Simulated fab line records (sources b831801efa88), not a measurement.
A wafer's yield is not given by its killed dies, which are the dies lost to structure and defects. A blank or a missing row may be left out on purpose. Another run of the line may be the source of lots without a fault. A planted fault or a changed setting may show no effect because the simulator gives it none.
fab line records	flow gf180mcu
record lots=24	wafers=72	lastDay=34
route steps=602 shown M3@413 V3@444 M4@470
lots that met no fault: from a run of the same line without faults
startH: hours from the record's opening day to when the first of the lot's shown wafers began	waitH: time in hours since the lot's previous step	" same as the row above	L1.1+2: a single row standing in for several wafers	- value missing, or start not given	* or withheld: withheld	< > ~ a bound
route shown NAME@n: names a module that has steps shown in the file, with the first one's number in the route	usual: mean and standard deviation over wafers with no fault	same: alike in all rows	chamber/n: place in a boat	sites: each site's reading	_std_site: standard deviation of those values	_edge_site: inner sites' mean taken away from outer sites' mean	radiusMm: how far each site lies from the wafer's centre	mask NAME#n: copy n	behind: the most recent tool/chamber to have shaped the wafer	hold: why the lot was held/for how many hours/how that ended	device: the n, p or np transistor that did not switch	end of line: the route-end tests of the same wafers	a step without rows: its recipe alone	killed: count of dies lost to structure and defects at first sort (not the wafer's yield)	map: per-die view of a wafer (x killed, . not killed, _ where there is no die)
set.NAME: the setting that was run; set.NAME@STEP: the one run at that earlier step	model.NAME: the simulator's own value behind a step, which no gauge read
a sample of lots followed through the steps of the route, with each step as a table and each wafer as a row
services: the hour from which a tool's chamber was out of use, counted from the record's first day as startH (under 0 if before that day), plus the number of hours and why
## steps
# step GF_M3_SPUTTER_04
# recipe material=TiN	targetThkNm=50	powerW=6500	timeS=41.7	chamberPressurePa=0.4
# usual throttleValvePct=30.1/1.1
lot.wafer	tool	chamber	startH	waitH	throttleValvePct
L074.1	pvdSputter-01	-	463.76	0.0	30.3
L074.4	"	-	"	"	31.1
L074.5	"	-	"	"	28.3
L075.2	pvdSputter-01	-	470.49	0.0	30.3
L075.3	"	-	"	"	31.1
L075.6	"	-	"	"	30.2
L076.1	pvdSputter-03	-	477.45	0.0	27.6
L076.3	"	-	"	"	30.6
L076.5	"	-	"	"	31.6
L077.2	pvdSputter-02	-	493.30	0.0	30.9
L077.4	"	-	"	"	30.0
L077.5	"	-	"	"	30.8
L078.2	pvdSputter-01	-	496.98	0.0	31.1
L078.3	"	-	"	"	30.5
L078.4	"	-	"	"	30.2
L079.3	pvdSputter-02	-	511.21	0.0	30.7
L079.4	"	-	"	"	30.7
L079.5	"	-	"	"	30.8
L080.1	pvdSputter-01	-	522.55	0.0	28.4
L080.5	"	-	"	"	31.5
L080.6	"	-	"	"	30.6
L081.1	pvdSputter-02	-	526.61	0.0	30.7
L081.2	"	-	"	"	30.8
L081.5	"	-	"	"	30.8
L082.2	pvdSputter-02	-	535.89	0.0	30.8
L082.3	"	-	"	"	30.9
L082.4	"	-	"	"	30.0
L083.1	pvdSputter-03	-	547.70	0.0	30.5
L083.2	"	-	"	"	28.1
L083.4	"	-	"	"	27.8
L084.1	pvdSputter-02	-	553.00	0.0	30.4
L084.2	"	-	"	"	30.9
L084.6	"	-	"	"	29.8
L085.4	pvdSputter-01	-	554.47	0.0	31.3
L085.5	"	-	"	"	30.4
L085.6	"	-	"	"	30.4
L086.1	pvdSputter-02	-	569.14	0.0	30.9
L086.3	"	-	"	"	30.0
L086.6	"	-	"	"	30.7
L087.1	pvdSputter-01	-	576.89	0.0	28.3
L087.4	"	-	"	"	30.3
L087.5	"	-	"	"	30.2
L088.2	pvdSputter-02	-	593.46	0.0	30.6
L088.3	"	-	"	"	31.0
L088.5	"	-	"	"	30.8
L089.2	pvdSputter-01	-	595.76	0.0	30.8
L089.3	"	-	"	"	28.1
L089.4	"	-	"	"	28.2
L090.1	pvdSputter-01	-	597.30	0.0	28.5
L090.2	"	-	"	"	31.0
L090.5	"	-	"	"	31.2
L091.1	pvdSputter-03	-	615.86	0.0	31.9
L091.5	"	-	"	"	27.5
L091.6	"	-	"	"	32.1
L092.1	pvdSputter-01	-	622.73	0.0	31.0
L092.2	"	-	"	"	30.6
L092.5	"	-	"	"	31.1
L093.1	pvdSputter-01	-	636.76	0.0	30.2
L093.4	"	-	"	"	31.4
L093.6	"	-	"	"	31.1
L094.1	pvdSputter-03	-	637.66	0.0	32.0
L094.2	"	-	"	"	27.8
L094.3	"	-	"	"	30.4
L095.1	pvdSputter-02	-	641.50	0.0	31.0
L095.3	"	-	"	"	30.9
L095.4	"	-	"	"	30.2
L096.1	pvdSputter-01	-	652.29	0.0	30.4
L096.2	"	-	"	"	30.9
L096.4	"	-	"	"	28.1
L097.2	pvdSputter-01	-	653.89	0.0	28.1
L097.5	"	-	"	"	30.1
L097.6	"	-	"	"	30.1
# step GF_V3_OVL_MEAS_15
# usual V3_OVL=4/5.7
lot.wafer	tool	chamber	startH	waitH	V3_OVL[nm]
L074.1	overlay-02	-	512.63	0.1	5
L074.4	"	-	"	"	3
L074.5	"	-	"	"	1
L075.2	overlay-01	-	519.63	0.1	2
L075.3	"	-	"	"	3
L075.6	"	-	"	"	2
L076.1	overlay-01	-	526.38	0.1	-8
L076.3	"	-	"	"	-7
L076.5	"	-	"	"	-2
L077.2	overlay-02	-	541.03	0.1	0
L077.4	"	-	"	"	-3
L077.5	"	-	"	"	-2
L078.2	overlay-02	-	545.04	0.1	8
L078.3	"	-	"	"	3
L078.4	"	-	"	"	6
L079.3	overlay-02	-	558.49	0.1	15
L079.4	"	-	"	"	4
L079.5	"	-	"	"	10
L080.1	overlay-02	-	569.48	0.1	8
L080.5	"	-	"	"	7
L080.6	"	-	"	"	3
L081.1	overlay-02	-	576.73	0.1	4
L081.2	"	-	"	"	4
L081.5	"	-	"	"	16
L082.2	overlay-02	-	581.14	0.1	-4
L082.3	"	-	"	"	-4
L082.4	"	-	"	"	-12
L083.1	overlay-01	-	592.98	0.1	4
L083.2	"	-	"	"	10
L083.4	"	-	"	"	7
L084.1	overlay-01	-	597.93	0.1	6
L084.2	"	-	"	"	12
L084.6	"	-	"	"	11
L085.4	overlay-01	-	599.85	0.1	9
L085.5	"	-	"	"	9
L085.6	"	-	"	"	-3
L086.1	overlay-01	-	614.13	0.1	8
L086.3	"	-	"	"	5
L086.6	"	-	"	"	-2
L087.1	overlay-01	-	620.78	0.1	1
L087.4	"	-	"	"	5
L087.5	"	-	"	"	-2
L088.2	overlay-01	-	636.78	0.1	-1
L088.3	"	-	"	"	-1
L088.5	"	-	"	"	2
L089.2	overlay-01	-	638.79	0.1	3
L089.3	"	-	"	"	14
L089.4	"	-	"	"	10
L090.1	overlay-02	-	638.98	0.1	9
L090.2	"	-	"	"	4
L090.5	"	-	"	"	4
L091.1	overlay-01	-	657.78	0.1	8
L091.5	"	-	"	"	2
L091.6	"	-	"	"	3
L092.1	overlay-02	-	663.78	0.1	-1
L092.2	"	-	"	"	16
L092.5	"	-	"	"	6
L093.1	overlay-02	-	676.08	0.1	-4
L093.4	"	-	"	"	-4
L093.6	"	-	"	"	10
L094.1	overlay-02	-	677.38	0.1	1
L094.2	"	-	"	"	5
L094.3	"	-	"	"	5
L095.1	overlay-02	-	681.68	0.1	9
L095.3	"	-	"	"	8
L095.4	"	-	"	"	5
L096.1	overlay-02	-	691.48	0.1	1
L096.2	"	-	"	"	0
L096.4	"	-	"	"	5
L097.2	overlay-02	-	693.31	0.1	10
L097.5	"	-	"	"	3
L097.6	"	-	"	"	16
# step GF_V3_CMP_26
# recipe stopOn=SiO2	downForcePsi=3.5	platenRpm=60	tOverpolishS=15.98	targetThkNm=0	padVelocityMS=0.94248
# usual motorCurrentA=10.2/0.59	overpolishRunS=15.980/0.0089	timeToEndpointS=84/3.3
lot.wafer	tool	chamber	startH	waitH	motorCurrentA	overpolishRunS	timeToEndpointS
L074.1	cmp-02	1	513.72	0.1	10.1	15.975	87
L074.4	"	2	"	"	11.2	15.964	79
L074.5	"	2	"	"	10.5	15.976	79
L075.3	cmp-01	1	520.82	0.1	10.6	15.973	87
L075.2	"	2	"	"	9.6	15.977	88
L075.6	"	3	"	"	10.0	15.983	85
L076.1	cmp-01	2	527.52	0.1	10.5	15.989	90
L076.3	"	0	"	"	9.7	15.974	89
L076.5	"	2	"	"	10.6	15.984	86
L077.4	cmp-01	3	542.12	0.0	10.0	15.974	89
L077.2	"	1	"	"	10.2	15.986	93
L077.5	"	0	"	"	10.0	15.972	90
L078.4	cmp-02	1	546.17	0.1	10.0	15.982	85
L078.3	"	2	"	"	10.7	15.972	78
L078.2	"	3	"	"	11.3	15.961	84
L079.3	cmp-02	1	559.62	0.1	10.1	15.973	81
L079.4	"	3	"	"	11.4	15.988	83
L079.5	"	1	"	"	10.5	15.959	82
L080.1	cmp-02	3	570.61	0.1	11.3	15.985	81
L080.6	"	3	"	"	11.3	15.974	84
L080.5	"	0	"	"	11.0	15.991	81
L081.1	cmp-01	1	577.87	0.1	10.8	15.980	85
L081.2	"	3	"	"	9.2	15.987	89
L081.5	"	0	"	"	9.5	15.981	92
L082.3	cmp-01	3	582.56	0.1	10.1	15.984	86
L082.4	"	0	"	"	9.8	15.974	90
L082.2	"	1	"	"	10.7	15.991	88
L083.1	cmp-01	0	594.07	0.1	9.8	15.988	85
L083.4	"	1	"	"	10.6	15.974	84
L083.2	"	3	"	"	9.9	15.969	85
L084.1	cmp-01	2	599.04	0.1	10.1	15.984	87
L084.2	"	0	"	"	9.3	15.986	86
L084.6	"	3	"	"	9.9	15.990	88
L085.4	cmp-02	0	600.94	0.0	9.8	15.975	83
L085.5	"	0	"	"	10.0	15.960	82
L085.6	"	1	"	"	10.2	15.999	80
L086.1	cmp-02	0	615.27	0.1	9.5	15.960	77
L086.3	"	2	"	"	10.8	15.986	80
L086.6	"	0	"	"	10.1	15.977	77
L087.4	cmp-01	0	621.95	0.0	9.9	15.969	84
L087.1	"	2	"	"	10.3	15.978	83
L087.5	"	0	"	"	10.0	15.980	81
L088.3	cmp-01	3	638.13	0.3	9.5	15.976	85
L088.2	"	0	"	"	9.7	15.978	88
L088.5	"	2	"	"	10.3	15.988	87
L089.4	cmp-02	2	639.93	0.1	10.5	15.973	84
L089.2	"	3	"	"	11.5	15.983	89
L089.3	"	0	"	"	10.3	15.964	87
L090.2	cmp-01	2	640.11	0.0	10.5	15.977	87
L090.1	"	3	"	"	9.1	15.973	87
L090.5	"	3	"	"	9.1	15.981	85
L091.1	cmp-01	3	658.98	0.1	9.6	15.988	85
L091.5	"	1	"	"	10.8	15.987	85
L091.6	"	2	"	"	10.3	15.974	86
L092.2	cmp-01	2	664.97	0.1	10.3	15.994	84
L092.1	"	3	"	"	8.6	15.974	88
L092.5	"	0	"	"	9.5	15.980	87
L093.4	cmp-02	0	677.17	0.0	9.6	15.975	81
L093.1	"	2	"	"	11.1	15.978	79
L093.6	"	1	"	"	10.1	15.970	81
L094.1	cmp-01	1	678.47	0.1	11.0	15.972	88
L094.3	"	2	"	"	10.6	15.994	84
L094.2	"	3	"	"	10.1	15.967	80
L095.3	cmp-01	1	682.80	0.0	10.9	15.988	87
L095.4	"	2	"	"	10.3	15.982	82
L095.1	"	3	"	"	9.7	15.983	82
L096.2	cmp-01	1	692.57	0.0	10.1	15.970	85
L096.1	"	3	"	"	9.6	15.986	80
L096.4	"	0	"	"	9.4	15.981	81
L097.2	cmp-02	2	694.46	0.1	11.3	15.994	78
L097.5	"	1	"	"	10.0	15.972	79
L097.6	"	2	"	"	11.3	15.976	75
# step GF_M4_CD_MEAS_14
# recipe targetCdNm=280
# usual cdNm=280.1/1.2
lot.wafer	tool	chamber	startH	waitH	cdNm
L074.1	cdSem-01	-	536.67	0.1	280.3
L074.4	"	-	"	"	280.7
L074.5	"	-	"	"	280.2
L075.2	cdSem-01	-	544.49	0.1	279.9
L075.3	"	-	"	"	280.8
L075.6	"	-	"	"	280.6
L076.1	cdSem-01	-	550.66	0.1	280.7
L076.3	"	-	"	"	280.9
L076.5	"	-	"	"	281.3
L077.2	cdSem-02	-	564.43	0.1	278.6
L077.4	"	-	"	"	278.4
L077.5	"	-	"	"	278.6
L078.2	cdSem-02	-	568.93	0.1	279.0
L078.3	"	-	"	"	278.3
L078.4	"	-	"	"	278.3
L079.3	cdSem-01	-	582.00	0.1	279.6
L079.4	"	-	"	"	280.0
L079.5	"	-	"	"	280.0
L080.1	cdSem-01	-	593.02	0.1	281.1
L080.5	"	-	"	"	279.0
L080.6	"	-	"	"	278.3
L081.1	cdSem-01	-	600.06	0.1	280.4
L081.2	"	-	"	"	281.0
L081.5	"	-	"	"	280.9
L082.2	cdSem-02	-	603.33	0.1	279.9
L082.3	"	-	"	"	281.0
L082.4	"	-	"	"	280.6
L083.1	cdSem-02	-	615.46	0.1	281.0
L083.2	"	-	"	"	280.2
L083.4	"	-	"	"	280.6
L084.1	cdSem-02	-	620.46	0.1	281.4
L084.2	"	-	"	"	281.8
L084.6	"	-	"	"	281.2
L085.4	cdSem-01	-	622.03	0.1	278.9
L085.5	"	-	"	"	279.7
L085.6	"	-	"	"	278.7
L086.1	cdSem-02	-	635.66	0.1	282.4
L086.3	"	-	"	"	281.7
L086.6	"	-	"	"	282.1
L087.1	cdSem-01	-	642.01	0.1	279.8
L087.4	"	-	"	"	281.3
L087.5	"	-	"	"	279.4
L088.2	cdSem-02	-	658.08	0.1	278.0
L088.3	"	-	"	"	277.9
L088.5	"	-	"	"	278.5
L089.2	cdSem-01	-	659.33	0.1	280.3
L089.3	"	-	"	"	281.0
L089.4	"	-	"	"	280.8
L090.1	cdSem-02	-	660.72	0.1	280.2
L090.2	"	-	"	"	280.0
L090.5	"	-	"	"	279.9
L091.1	cdSem-02	-	677.96	0.1	283.2
L091.5	"	-	"	"	282.3
L091.6	"	-	"	"	282.3
L092.1	cdSem-02	-	684.41	0.1	280.9
L092.2	"	-	"	"	279.9
L092.5	"	-	"	"	279.3
L093.1	cdSem-01	-	696.52	0.1	278.4
L093.4	"	-	"	"	277.5
L093.6	"	-	"	"	279.0
L094.1	cdSem-01	-	697.61	0.1	280.6
L094.2	"	-	"	"	280.3
L094.3	"	-	"	"	280.8
L095.1	cdSem-01	-	701.42	0.1	279.0
L095.3	"	-	"	"	278.3
L095.4	"	-	"	"	277.5
L096.1	cdSem-01	-	710.88	0.1	279.6
L096.2	"	-	"	"	279.1
L096.4	"	-	"	"	280.7
L097.2	cdSem-01	-	713.33	0.1	279.2
L097.5	"	-	"	"	279.2
L097.6	"	-	"	"	280.1
# step GF_M4_METAL_ETCH_16
# recipe chemistry=Cl2/BCl3	maskMaterial=KrF	targetDepthNm=627.5	stopOn=SiO2	pressureMtorr=8	icpW=800	biasW=140	Cl2_flow_sccm=80	bcl3FlowSccm=40	timeS=104.6
# usual drypumpMotorCurrentA=5.70/0.26	oesProductAu=0.971/0.0072	throttleValvePct=28.252/0.011
lot.wafer	tool	chamber	startH	waitH	drypumpMotorCurrentA	oesProductAu	rfHoursCounterH	throttleValvePct
L074.1	rieMetal-01	0	536.82	0.0	5.52	0.960	2	28.249
L074.4	"	0	"	"	5.51	0.961	-	28.248
L074.5	"	1	"	"	5.51	0.972	-	28.252
L075.2	rieMetal-01	0	544.62	0.0	5.50	0.971	2	28.241
L075.3	"	0	"	"	5.49	0.977	-	28.240
L075.6	"	0	"	"	5.47	0.973	-	28.235
L076.1	rieMetal-02	1	550.82	0.0	5.93	0.976	2	28.266
L076.3	"	1	"	"	5.93	0.978	-	28.251
L076.5	"	0	"	"	6.06	0.977	-	28.253
L077.2	rieMetal-01	0	564.57	0.0	5.49	0.975	3	28.245
L077.4	"	0	"	"	5.50	0.979	-	28.248
L077.5	"	1	"	"	5.53	0.980	-	28.239
L078.2	rieMetal-02	1	569.07	0.0	5.96	0.971	2	28.241
L078.3	"	1	"	"	5.95	0.958	-	28.262
L078.4	"	0	"	"	6.08	0.965	-	28.245
L079.3	rieMetal-02	1	582.16	0.1	5.95	0.967	-	28.254
L079.4	"	0	"	"	6.03	0.960	-	28.258
L079.5	"	0	"	"	6.03	0.954	-	28.266
L080.1	rieMetal-01	1	593.17	0.0	5.49	0.977	11	28.238
L080.5	"	0	"	"	5.54	0.971	-	28.272
L080.6	"	1	"	"	5.51	0.972	-	28.267
L081.1	rieMetal-03	1	600.22	0.0	5.11	0.964	10	28.268
L081.2	"	0	"	"	5.74	0.958	5	28.273
L081.5	"	0	"	"	5.73	0.975	-	28.266
L082.2	rieMetal-02	1	603.47	0.0	5.93	0.977	3	28.249
L082.3	"	0	"	"	6.01	0.973	-	28.257
L082.4	"	1	"	"	5.91	0.967	-	28.254
L083.1	rieMetal-02	0	615.62	0.0	6.02	0.980	10	28.228
L083.2	"	1	"	"	5.93	0.972	4	28.243
L083.4	"	0	"	"	6.01	0.973	-	28.254
L084.1	rieMetal-03	0	620.62	0.0	5.76	0.975	5	28.239
L084.2	"	0	"	"	5.73	0.979	-	28.240
L084.6	"	0	"	"	5.74	0.969	-	28.246
L085.4	rieMetal-02	0	622.16	0.0	6.04	0.973	-	28.234
L085.5	"	0	"	"	6.02	0.970	-	28.238
L085.6	"	1	"	"	5.95	0.985	-	28.258
L086.1	rieMetal-01	0	635.82	0.0	5.45	0.979	5	28.245
L086.3	"	0	"	"	5.48	0.977	-	28.234
L086.6	"	0	"	"	5.48	0.981	-	28.230
L087.1	rieMetal-01	0	642.17	0.0	5.50	0.979	5	28.240
L087.4	"	0	"	"	5.52	0.965	-	28.250
L087.5	"	0	"	"	5.50	0.963	-	28.250
L088.2	rieMetal-02	0	658.22	0.0	6.03	0.960	11	28.256
L088.3	"	0	"	"	6.04	0.967	-	28.248
L088.5	"	1	"	"	5.94	0.964	-	28.265
L089.2	rieMetal-01	1	659.47	0.0	5.50	0.958	0	28.259
L089.3	"	1	"	"	5.53	0.967	-	28.257
L089.4	"	0	"	"	5.48	0.966	-	28.262
L090.1	rieMetal-03	1	660.87	0.0	5.14	0.975	11	28.259
L090.2	"	0	"	"	5.75	0.974	8	28.242
L090.5	"	1	"	"	5.12	0.968	-	28.266
L091.1	rieMetal-03	0	678.12	0.0	5.71	0.964	8	28.268
L091.5	"	1	"	"	5.12	0.969	-	28.254
L091.6	"	0	"	"	5.73	0.967	-	28.260
L092.1	rieMetal-03	0	684.57	0.0	5.74	0.976	9	28.263
L092.2	"	0	"	"	5.74	0.960	-	28.263
L092.5	"	0	"	"	5.72	0.966	-	28.246
L093.1	rieMetal-01	0	696.67	0.0	5.46	0.958	7	28.261
L093.4	"	1	"	"	5.52	0.962	-	28.263
L093.6	"	1	"	"	5.51	0.966	-	28.271
L094.1	rieMetal-02	0	697.77	0.0	6.00	0.956	12	28.274
L094.2	"	1	"	"	5.95	0.977	6	28.233
L094.3	"	1	"	"	5.96	0.974	-	28.261
L095.1	rieMetal-01	1	701.57	0.0	5.53	0.982	2	28.243
L095.3	"	0	"	"	5.52	0.988	-	28.235
L095.4	"	1	"	"	5.52	0.985	-	28.237
L096.1	rieMetal-01	1	711.03	0.0	5.52	0.964	2	28.250
L096.2	"	0	"	"	5.50	0.967	8	28.255
L096.4	"	0	"	"	5.54	0.975	-	28.256
L097.2	rieMetal-02	1	713.47	0.0	5.91	0.966	7	28.249
L097.5	"	0	"	"	6.07	0.967	-	28.249
L097.6	"	1	"	"	5.93	0.975	-	28.254
# step GF_M4_STRIP_17
# recipe chemistry=O2/N2	powerW=1400	pressureMtorr=1500	platenTempC=250	o2FlowSccm=3000	n2FlowSccm=300	overashFraction=0.5
# usual drypumpMotorCurrentA=5.9/0.5	heaterPowerW=352/26	oesProductAu=0.559/0.0045	platenTempC=250.00/0.16	stripTimeToEndpointS=7.90/0.038
# same overashFraction=0.5
lot.wafer	tool	chamber	startH	waitH	drypumpMotorCurrentA	heaterPowerW	oesProductAu	platenTempC	rfHoursCounterH	stripTimeToEndpointS
L074.1	plasmaAsher-03	0	536.94	0.1	5.7	352	0.569	249.87	41	7.88
L074.4	"	1	"	"	5.7	324	0.556	250.07	-	7.90
L074.5	"	1	"	"	5.6	316	0.562	249.82	-	7.85
L075.2	plasmaAsher-03	0	544.74	0.1	5.7	341	0.566	250.01	41	7.93
L075.3	"	0	"	"	5.7	345	0.563	249.74	-	7.91
L075.6	"	1	"	"	5.6	317	0.561	250.03	-	7.91
L076.1	plasmaAsher-02	1	550.93	0.1	5.9	394	0.558	249.93	12	8.00
L076.3	"	0	"	"	5.0	338	0.558	249.84	-	7.99
L076.5	"	1	"	"	5.9	389	0.562	250.05	-	7.96
L077.2	plasmaAsher-03	1	564.68	0.1	5.7	318	0.556	249.98	43	7.92
L077.4	"	0	"	"	5.8	342	0.556	250.20	-	7.96
L077.5	"	1	"	"	5.6	323	0.555	250.09	-	7.94
L078.2	plasmaAsher-01	1	569.18	0.1	6.2	342	0.558	249.90	81	7.87
L078.3	"	1	"	"	6.2	352	0.560	249.64	-	7.92
L078.4	"	0	"	"	6.6	359	0.550	249.98	-	7.82
L079.3	plasmaAsher-01	1	582.26	0.1	6.3	343	0.565	249.79	-	7.91
L079.4	"	0	"	"	6.6	347	0.558	250.28	-	7.88
L079.5	"	0	"	"	6.6	354	0.560	250.40	-	7.91
L080.1	plasmaAsher-02	1	593.29	0.1	5.9	396	0.556	249.92	16	7.88
L080.5	"	1	"	"	5.9	408	0.566	249.88	-	7.96
L080.6	"	0	"	"	5.0	343	0.550	249.86	-	7.89
L081.1	plasmaAsher-02	1	600.33	0.1	5.9	405	0.568	249.81	17	7.92
L081.2	"	0	"	"	5.0	336	0.563	250.12	17	7.95
L081.5	"	1	"	"	5.9	409	0.563	249.69	-	7.97
L082.2	plasmaAsher-02	1	603.58	0.1	5.9	401	0.566	250.07	18	7.92
L082.3	"	1	"	"	5.9	402	0.560	250.07	-	7.89
L082.4	"	0	"	"	5.0	343	0.554	250.09	-	7.94
L083.1	plasmaAsher-01	1	615.73	0.1	6.3	341	0.568	249.94	86	7.92
L083.2	"	0	"	"	6.6	358	0.565	250.15	86	7.94
L083.4	"	1	"	"	6.3	348	0.564	249.98	-	7.88
L084.1	plasmaAsher-02	1	620.84	0.2	5.9	396	0.558	250.11	20	7.93
L084.2	"	0	"	"	5.0	345	0.560	250.16	20	7.92
L084.6	"	0	"	"	5.0	345	0.559	249.95	-	7.92
L085.4	plasmaAsher-02	0	622.27	0.1	5.0	344	0.552	249.94	-	7.92
L085.5	"	0	"	"	5.0	347	0.558	249.79	-	7.94
L085.6	"	1	"	"	5.9	400	0.565	249.87	-	7.95
L086.1	plasmaAsher-01	0	636.04	0.2	6.5	353	0.557	249.88	89	7.85
L086.3	"	1	"	"	6.3	350	0.557	249.96	-	7.89
L086.6	"	0	"	"	6.6	346	0.552	250.04	-	7.88
L087.1	plasmaAsher-02	0	642.39	0.2	5.1	343	0.559	250.04	22	7.91
L087.4	"	1	"	"	5.9	408	0.556	250.07	-	7.94
L087.5	"	0	"	"	5.0	334	0.561	250.18	-	7.93
L088.2	plasmaAsher-01	1	658.33	0.1	6.3	344	0.559	249.93	92	7.85
L088.3	"	0	"	"	6.6	356	0.554	250.24	-	7.86
L088.5	"	0	"	"	6.6	364	0.553	250.15	-	7.84
L089.2	plasmaAsher-01	1	659.58	0.1	6.2	341	0.566	250.01	93	7.91
L089.3	"	1	"	"	6.3	339	0.562	250.14	-	7.87
L089.4	"	0	"	"	6.6	348	0.562	249.72	-	7.92
L090.1	plasmaAsher-02	1	660.99	0.1	5.9	409	0.559	249.95	25	7.89
L090.2	"	0	"	"	5.0	342	0.562	249.69	25	7.87
L090.5	"	1	"	"	5.9	391	0.561	249.84	-	7.86
L091.1	plasmaAsher-03	1	678.23	0.1	5.7	307	0.559	250.07	50	7.89
L091.5	"	0	"	"	5.7	339	0.563	250.06	-	7.90
L091.6	"	1	"	"	5.6	314	0.550	250.16	-	7.90
L092.1	plasmaAsher-01	0	684.79	0.2	6.6	348	0.562	250.00	96	7.91
L092.2	"	1	"	"	6.3	337	0.561	249.69	96	7.92
L092.5	"	1	"	"	6.3	339	0.552	249.87	-	7.93
L093.1	plasmaAsher-03	0	696.78	0.1	5.7	347	0.558	250.03	52	7.91
L093.4	"	1	"	"	5.7	311	0.564	249.84	-	7.93
L093.6	"	1	"	"	5.6	319	0.565	249.92	-	7.93
L094.1	plasmaAsher-02	0	697.88	0.1	5.0	355	0.560	250.24	30	7.83
L094.2	"	1	"	"	5.9	400	0.566	249.76	30	7.85
L094.3	"	0	"	"	5.0	349	0.565	249.89	-	7.87
L095.1	plasmaAsher-01	1	701.68	0.1	6.3	335	0.562	249.96	96	7.93
L095.3	"	0	"	"	6.6	355	0.557	249.80	-	7.86
L095.4	"	1	"	"	6.3	342	0.558	250.10	-	7.90
L096.1	plasmaAsher-03	0	711.15	0.1	5.7	336	0.563	250.14	53	7.90
L096.2	"	1	"	"	5.6	324	0.548	249.75	53	7.87
L096.4	"	1	"	"	5.6	321	0.558	249.77	-	7.87
L097.2	plasmaAsher-03	1	713.58	0.1	5.7	317	0.557	249.98	54	7.89
L097.5	"	1	"	"	5.7	309	0.559	250.04	-	7.84
L097.6	"	0	"	"	5.7	342	0.562	250.07	-	7.83
## services
tool	chamber	startH	hours	kind
pvdSputter-01	-	446.97	2.8	repair
cmp-02	-	450.14	1.3	repair
cmp-01	-	530.61	0.2	repair
plasmaAsher-03	-	532.27	3.9	repair
cmp-02	-	549.36	4.3	repair
cmp-01	-	561.39	6.9	pm
cmp-01	-	572.00	4.0	pm
cmp-01	-	573.47	4.3	repair
cmp-02	-	596.40	0.5	repair
pvdSputter-01	-	603.84	2.5	repair
cmp-01	-	609.72	3.2	repair
plasmaAsher-03	-	613.06	53.1	pm
rieMetal-03	1	617.69	27.3	repair
rieMetal-02	-	624.21	1.4	pm
pvdSputter-01	-	629.59	5.7	repair
cmp-02	-	634.82	4.8	repair
pvdSputter-01	-	644.40	3.5	repair
cmp-02	-	655.55	1.2	repair
rieMetal-01	-	655.97	2.8	pm
cmp-02	-	656.87	8.8	pm
pvdSputter-02	-	664.62	0.8	repair
cmp-02	-	665.70	9.4	pm
pvdSputter-01	-	668.77	8.6	repair
plasmaAsher-01	-	685.22	14.6	pm
## key
fault none
